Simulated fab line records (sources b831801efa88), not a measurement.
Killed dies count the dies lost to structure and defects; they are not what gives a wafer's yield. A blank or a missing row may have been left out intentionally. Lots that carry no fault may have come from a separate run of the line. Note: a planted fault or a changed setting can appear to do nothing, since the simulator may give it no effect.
Chamber matching    flow sfq_line    SFQ_TRILAYER_I1_DEP_PECVD_045 on pecvd-03 has 3 sister chambers
The step deposits SiO2 from SiH4/N2O, time 111.11 s, target thk 500 nm. 3 wafers are shown with their chamber, then 7 later ones without.

## EACH WAFER AND ITS CHAMBER
wafer   chamber  throttle_valve_pct (%)
L478.3  0        24.7
L478.6  2        23.1
L479.4  1        22.2

## WAFERS MISSING THEIR CHAMBER
wafer   throttle_valve_pct (%)
L479.5  24.7
L484.1  22.5
L484.3  23.6
L484.6  22.5
L485.2  24.7
L485.5  22.5
L485.6  25.1

## EACH ONE'S CHAMBER
wafer   from the rows above      in truth
L479.5  0                        0
L484.1  can't be placed: 1 or 2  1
L484.3  can't be placed: 2 or 0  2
L484.6  can't be placed: 1 or 2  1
L485.2  0                        0
L485.5  can't be placed: 1 or 2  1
L485.6  0                        0
Correctly placed: 3 of 7. From these rows, 4 cannot be placed; in 4 the true chamber is one of the candidates. Wrongly placed: 0.
How it was worked out, from the rows above alone: a wafer's distance from a chamber is the root of the sum, over the readings, of the square of ((its reading less the chamber's mean) divided by the reading's scatter). The wafer belongs to the nearest chamber; if the next one is less than 2 further off, it can't be placed. For every chamber, the mean is computed from those of its wafers that are shown. The scatter: with one shown wafer a chamber, the root of the mean of the squares of how far each hidden wafer lies from its nearest shown one.
